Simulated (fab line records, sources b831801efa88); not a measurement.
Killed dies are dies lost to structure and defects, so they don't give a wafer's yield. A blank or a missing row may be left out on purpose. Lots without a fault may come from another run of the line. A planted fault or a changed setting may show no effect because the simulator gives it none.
A struck lot beside a sound one | flow gf180mcu | 19 steps out of a route of 602
Sound: wafers L879.1, L879.2, L879.6. Struck: wafers L890.2, L890.3, L890.6. The cause comes at the end.
At each step with rows: each side's tool, then ch and its chambers, then its first start. Under that, the readings that differ: sound wafers | struck wafers | difference of the means | sigmas: that difference in standard deviations of wafers without a fault.
alike: readings whose means differ by less than 2 such deviations, and words and numbers that are the same on both sides. not compared: withheld readings, readings that some wafer has no value for, bounds like >300 that may hide the same value, and numbers for which the record gives no deviation and whose values overlap.
The two part at a step that has a row with sigmas, a row that says differs or no value, or rows on one side only. Numbers that don't overlap but have no deviation are shown without sigmas and don't part them. A reading that every wafer of one side lacks parts them only if that side has two wafers or more.

first, 1 step without rows for these wafers: GF_HV_LDD_CLEAN_51 (cleans in SC1/SC2, time 150 s).
GF_HV_LDD_RTA_52: time 10 s.
  sound on rtp_anneal-01 ch 0, day 12 18:38; struck on rtp_anneal-02 ch 0, day 16 13:22
  reading            | sound          | struck         | difference | sigmas
  lamp_power_pct (%) | 37.9 37.8 37.9 | 32.6 32.6 32.6 | -5.3       | -2
  alike: anneal_temp_c_max, wafer_temp_C_max
GF_HV_LDD_RS_MEAS_53: measures by four-point-probe.
  sound on film_metro-02, day 12 18:41; struck on film_metro-04, day 16 13:26
  alike: HV_LDD_RS
then, 1 step without rows for these wafers: GF_HV_LDD_CVD_54 (deposits SiO2 from TEOS, target thk 10 nm, time 75 s).
GF_HV_LDD_THK_MEAS_55:
  sound on film_metro-03, day 12 21:38; struck on film_metro-02, day 16 14:34
  alike: HV_LDD_CVD_54_THK
then, 1 step without rows for these wafers: GF_HV_LDD_CVD_56 (deposits Si3N4 from DCS/NH3, target thk 90 nm, time 1543 s).
GF_HV_LDD_THK_MEAS_57:
  sound on film_metro-03, day 12 23:50; struck on film_metro-02, day 16 16:03
  alike: HV_LDD_CVD_56_THK
GF_HV_LDD_ETCHBACK_58: etches Si3N4 in CH3F/O2, stops on SiO2, time 100 s, target depth 90 nm.
  sound on rie_diel-04 ch 0,2,3, day 12 23:53; struck on rie_diel-03 ch 1,2, day 16 16:06
  alike: O2_flow_sccm, ch3f_flow_sccm, drypump_motor_current_A, oes_product_au, throttle_valve_pct
  not compared: rf_hours_counter_h
then, 4 steps without rows for these wafers: GF_NSD_DEHYDRATE_00 (time 60 s); GF_NSD_HMDS_01 (prime time 60 s); GF_NSD_COAT_02 (resist thk 1000 nm); GF_NSD_SOFTBAKE_03 (time 60 s).
GF_NSD_EXPOSE_04: exposes mask Nplus, target cd 400 nm.
  sound on iline_stepper-02 ch 0, day 13 09:29; struck on iline_stepper-02 ch 0, day 17 03:15
  reading                     | sound             | struck               | difference | sigmas
  model.NSD.overlay_x_nm (nm) | 2.087 2.087 2.087 | -85.94 -85.94 -85.94 | -88.03     |
  alike: mask
then, 2 steps without rows for these wafers: GF_NSD_PEB_05; GF_NSD_DEVELOP_06 (develop time 60 s).
GF_NSD_CD_MEAS_07: target cd 400 nm.
  sound on cd_sem-01, day 13 18:59; struck on cd_sem-01, day 17 14:22
  reading    | sound             | struck            | difference | sigmas
  cd_nm (nm) | 394.0 394.5 396.2 | 404.1 402.6 401.1 | +7.7       | +3
GF_NSD_OVL_MEAS_08:
  sound on overlay-02, day 13 19:06; struck on overlay-02, day 17 14:29
  reading      | sound       | struck            | difference | sigmas
  NSD_OVL (nm) | 2.7 1.5 1.5 | -85.7 -84.6 -86.8 | -87.6      | -58
then, 2 steps without rows for these wafers: GF_NSD_IMPLANT_09; GF_PASSIVATION_PROBE_99.

WHERE THEY PART
First at GF_HV_LDD_RTA_52; last, within this record, at GF_NSD_OVL_MEAS_08.

WHY: what the simulator had put in
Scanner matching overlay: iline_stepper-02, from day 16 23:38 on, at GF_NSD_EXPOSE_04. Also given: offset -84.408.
